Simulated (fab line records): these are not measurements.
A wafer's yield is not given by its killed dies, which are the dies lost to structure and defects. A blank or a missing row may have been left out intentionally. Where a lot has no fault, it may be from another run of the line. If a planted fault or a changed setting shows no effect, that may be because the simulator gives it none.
Comparing a struck lot with a sound one | flow sfqLine | 28 steps out of a route of 325
Sound: these wafers, L724.1, L724.2, L724.5. Struck: wafer L735.3 (L735.2, L735.5, from the same lot, were not struck and are left out); the cause is given at the end.
Per side, at each step with rows, come the tool, then ch with its chambers, and then its first start. Under that, the readings that differ: sound wafers | struck wafers | difference of the means | sigmas: that difference in standard deviations of wafers without a fault.
alike: same words and numbers on both sides, and readings whose means sit less than 2 such deviations apart. not compared: any withheld reading, any reading some wafer has no value for, any bound like >300 that may hide the same value, and any number with overlapping values for which the record gives no deviation.
Wherever a step has rows on one side only, a row that says differs or no value, or a row with sigmas, the two part there. When numbers do not overlap yet have no deviation, they are printed without sigmas and do not part them. Lack of a reading on every wafer of one side parts them only where that side has two or more wafers.

first, 6 steps without rows for these wafers: SFQ_TRILAYER_M2_LITHO_COAT_062 (resist thk 62 nm); SFQ_TRILAYER_M2_LITHO_COAT_057 (resist thk 600 nm); SFQ_TRILAYER_M2_LITHO_SOFTBAKE_061; SFQ_TRILAYER_M2_LITHO_EXPOSE_058 (exposes mask M2, target cd 500 nm); SFQ_TRILAYER_M2_LITHO_PEB_060 (peb time 60 s); SFQ_TRILAYER_M2_LITHO_DEVELOP_059 (time 60 s).
SFQ_M2_OVL_MEAS_916:
  sound on overlay-01, day 15 23:07; struck on overlay-01, day 35 07:51
  alike: M2_OVL
SFQ_TRILAYER_M2_BARC_OPEN_METAL_ETCH_077: etches BARC in O2, target depth 125 nm, time 41.7 s.
  sound on rieMetal-02 ch 0,1, day 15 23:09; struck on rieMetal-03 ch 0, day 35 07:53
  alike: drypumpMotorCurrentA, oesProductAu
  not compared: rfHoursCounterH
SFQ_TRILAYER_M2_ETCH_METAL_ETCH_060: etches Nb in Cl2/Ar, stops on SiO2, target depth 240 nm, time 120 s.
  sound on rieMetal-02 ch 0,1, day 15 23:13; struck on rieMetal-03 ch 0, day 35 07:56
  alike: drypumpMotorCurrentA, oesProductAu
  not compared: rfHoursCounterH
SFQ_TRILAYER_M2_STRIP_STRIP_061: strips in O2.
  sound on rieMetal-02 ch 0,1, day 15 23:20; struck on rieMetal-03 ch 0, day 35 08:04
  alike: drypumpMotorCurrentA, oesProductAu
  not compared: rfHoursCounterH
then, 1 step without rows for these wafers: SFQ_TRILAYER_M2_STRIP_SOLV_CLEAN_062 (cleans in NMP, time 600 s).
SFQ_TRILAYER_I2_DEP_PECVD_063: deposits SiO2 from SiH4/N2O, time 111.11 s, target thk 500 nm.
  sound on pecvd-03 ch 0,1,2, day 16 00:07; struck on pecvd-03 ch 1, day 35 08:50
  alike: heaterPowerW, throttleValvePct
SFQ_TRILAYER_I2_CMP_CMP_064: polishes SiO2.
  sound on cmp-01 ch 2,3, day 16 03:34; struck on cmp-02 ch 1, day 35 14:56
reading                                            | sound             | struck | difference | sigmas
motorCurrentA (A)                                  | 10.2 7.8 7.8      | 11.5   | +2.9       | +2
timeToEndpointS (s)                                | 206 213 213       | 183    | -28        | -4
model.SiO2_of_TRILAYER_I2_DEP_PECVD_063.thkNm (nm) | 199.9 200.8 199.9 | 218.9  | +18.7      | 
SFQ_I2_BOW_MEAS_917:
  sound on filmMetro-04, day 16 06:04; struck on filmMetro-04, day 35 17:27
  alike: I2_BOW
SFQ_TRILAYER_I2_METRO_MEASURE_065:
  sound on filmMetro-04, day 16 06:11; struck on filmMetro-04, day 35 17:45
reading    | sound             | struck | difference | sigmas
thkNm (nm) | 200.0 200.9 199.8 | 218.8  | +18.6      | +19
then, 6 steps without rows for these wafers: SFQ_TRILAYER_I2_VIA_LITHO_COAT_072 (resist thk 62 nm); SFQ_TRILAYER_I2_VIA_LITHO_COAT_067 (resist thk 650 nm); SFQ_TRILAYER_I2_VIA_LITHO_SOFTBAKE_071; SFQ_TRILAYER_I2_VIA_LITHO_EXPOSE_068 (exposes mask I2, target cd 500 nm); SFQ_TRILAYER_I2_VIA_LITHO_PEB_070 (peb time 60 s); SFQ_TRILAYER_I2_VIA_LITHO_DEVELOP_069 (time 60 s).
-- the record jumps here: 5 days lie between the struck wafers' starts before and after --
SFQ_I2_OVL_MEAS_918:
  sound on overlay-02, day 20 22:20; struck on overlay-01, day 41 00:22
reading     | sound   | struck | difference | sigmas
I2_OVL (nm) | -2 -1 3 | -13    | -13        | -3
then, 1 step without rows for these wafers: SFQ_TRILAYER_I2_VIA_BARC_OPEN_VIA_ETCH_096 (etches BARC in O2, target depth 125 nm, time 41.7 s).
SFQ_TRILAYER_I2_VIA_ETCH_VIA_ETCH_070: etches SiO2 in CHF3, stops on Nb, target depth 260 nm.
  sound on rieDiel-03 ch 0,3, day 20 22:25; struck on rieDiel-02 ch 3, day 41 00:26
reading                      | sound             | struck | difference | sigmas
oesProductAu (a.u.)          | 0.852 0.864 0.855 | 0.898  | +0.041     | +9
model.I2.featureDepthNm (nm) | 199.9 200.8 199.9 | 218.9  | +18.7      | 
model.etch.depthNm (nm)      | 199.9 200.8 199.9 | 218.9  | +18.7      | 
  alike: drypumpMotorCurrentA
then, 2 steps without rows for these wafers: SFQ_TRILAYER_I2_VIA_STRIP_STRIP_071 (strips in O2); SFQ_TRILAYER_I2_VIA_STRIP_SOLV_CLEAN_072 (cleans in NMP, time 600 s).
SFQ_TRILAYER_M3_DEP_PRE_CLEAN_074: time 22.5 s.
  sound on pvdSputter-06, day 20 23:18; struck on pvdSputter-04, day 41 01:31
reading                                            | sound             | struck | difference | sigmas
model.SiO2_of_TRILAYER_I2_DEP_PECVD_063.thkNm (nm) | 192.4 193.3 192.4 | 211.4  | +18.7      | 
SFQ_TRILAYER_M3_DEP_SPUTTER_073: material Nb, target thk 200 nm, time 133.3 s.
  sound on pvdSputter-06, day 20 23:20; struck on pvdSputter-04, day 41 01:32
  alike: basePressurePa, substrateTempC, throttleValvePct

WHERE THEY PART
Last at SFQ_TRILAYER_I2_VIA_ETCH_VIA_ETCH_070 as far as this record goes, first at SFQ_TRILAYER_I2_CMP_CMP_064. Later steps at which nothing parts them and some readings are alike: SFQ_TRILAYER_M3_DEP_SPUTTER_073.

WHY: what had been put in by the simulator
cmp-02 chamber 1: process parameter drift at SFQ_TRILAYER_I2_CMP_CMP_064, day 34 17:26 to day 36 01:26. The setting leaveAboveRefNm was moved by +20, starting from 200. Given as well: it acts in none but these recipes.
